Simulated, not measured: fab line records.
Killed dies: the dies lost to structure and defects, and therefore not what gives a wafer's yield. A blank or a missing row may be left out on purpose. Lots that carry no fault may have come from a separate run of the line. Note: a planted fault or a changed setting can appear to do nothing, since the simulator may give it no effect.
Struck lot and sound lot, side by side :: flow sky130 :: 17 out of 708 route steps
Sound: the wafers L724.1, L724.3, L724.6. Struck: wafers L714.1, L714.3, L714.4. Last of all comes the cause.
Per side, at each step with rows, come the tool, then ch with its chambers, and then its first start. Under that, the readings that differ: sound wafers :: struck wafers :: difference of the means :: sigmas: that difference in standard deviations of wafers without a fault.
alike: same words and numbers on both sides, and readings whose means sit less than 2 such deviations apart. not compared: any withheld reading, any reading some wafer has no value for, any bound like >300 that may hide the same value, and any number with overlapping values for which the record gives no deviation.
The two part at a step that has a row with sigmas, a row that says differs or no value, or rows on one side only. Non-overlapping numbers with no deviation appear without sigmas and do not part them. A reading missing from all wafers of one side parts the sides only when that side holds two or more wafers.

first, 5 steps without rows for these wafers: SKY_LDD_N_COAT_02 (resist thk 300 nm); SKY_LDD_N_SOFTBAKE_03 (time 60 s); SKY_LDD_N_EXPOSE_04 (exposes mask NTM, target cd 840 nm); SKY_LDD_N_PEB_05; SKY_LDD_N_DEVELOP_06 (develop time 60 s).
SKY_LDD_N_OVL_MEAS_07:
  sound: overlay-02 at day 24 12:04; struck: overlay-01 at day 20 20:07
reading: LDD_N_OVL (nm)
sound: -3.5 -2.1 -1.6
struck: 1.5 -0.6 0.5
difference: +2.9
sigmas: +2
then, 6 steps without rows for these wafers: SKY_LDD_N_IMPLANT_08; SKY_LDD_N_IMPLANT_09; SKY_LDD_N_IMPLANT_10; SKY_LDD_N_IMPLANT_11; SKY_LDD_N_IMPLANT_12; SKY_LDD_N_IMPLANT_13.
SKY_LDD_N_IMPLANT_14:
  sound on implanter-01 ch 0, day 24 13:00; struck on implanter-01 ch 0, day 20 21:03
reading: dose ions cm2
sound: 4.991e+12 4.999e+12 4.996e+12
struck: 4.5249e+13 4.525e+13 4.524e+13
difference: +4.0251e+13
sigmas: +99 or more

reading: faraday current uA
sound: 27.0 28.2 27.4
struck: 257.0 256.5 252.8
difference: +227.9
sigmas: +99 or more
  alike: end station pressure torr, rotation deg
following that, these wafers have no rows for 1 step: SKY_LDD_N_IMPLANT_15.
SKY_LDD_N_STRIP_16: strips in O2/N2.
  sound on plasma asher-02 ch 0, day 24 13:18; struck on plasma asher-02 ch 0,1, day 20 21:21
reading: strip time to endpoint s (s)
sound: 4.320 4.316 4.313
struck: 4.410 4.415 4.407
difference: +0.094
sigmas: +7
  alike: drypump motor current A, oes product au
  not compared: rf hours counter h
SKY_LDD_N_TW_MEAS_17:
  sound: film metro-02 at day 24 13:24; struck: film metro-04 at day 20 21:27
reading: LDD_N_TW
sound: 2535 2538 2540
struck: 2666 2653 2680
difference: +129
sigmas: +4
-- a jump in the record: the struck wafers' starts before and after are 27 days apart (it breaks off in module LDD_N and resumes in module PAD_OPEN, where the first step shown is number 708 of the route) --
SKY_PAD_OPEN_PROBE_99:
  sound: prober-01 at day 50 11:16; struck: prober-01 at day 48 01:58
reading: model.etest.nfet_01v8.r on ohm um
sound: 853 822.4
struck: 1106 1076 1124
difference: +264
sigmas: 

reading: model.etest.nfet_01v8_lvt.drive ua um
sound: 559 581.4
struck: 318.9 324.7 315.9
difference: -250.4
sigmas: 

reading: model.etest.nfet_01v8.drive ua um
sound: 499.8 509.3
struck: 290.1 294.9 288
difference: -213.6
sigmas: 

reading: model.etest.nfet_01v8_swapped.drive ua um
sound: 495.8 510.3
struck: 289.3 301.3 293.4
difference: -208.4
sigmas: 

reading: model.etest.sram nfet pass.drive ua um
sound: 496.6 500.3
struck: 274.1 289.1 282
difference: -216.7
sigmas: 

reading: model.etest.nfet_01v8_turned.drive ua um
sound: 498.4 510.7
struck: 400.4 410 394.7
difference: -102.8
sigmas: 

reading: model.etest.tip n.rs ohm sq
sound: 444.8 442.6
struck: 513.1 513 511.5
difference: +68.8
sigmas: 

reading: model.etest.res ndiff.line ohm um
sound: 764.8 768.5
struck: 791 802.9 790.3
difference: +28
sigmas: 

WHERE THEY PART
First at SKY_LDD_N_OVL_MEAS_07; last, within this record, at SKY_LDD_N_TW_MEAS_17.

WHY: the cause the simulator had injected
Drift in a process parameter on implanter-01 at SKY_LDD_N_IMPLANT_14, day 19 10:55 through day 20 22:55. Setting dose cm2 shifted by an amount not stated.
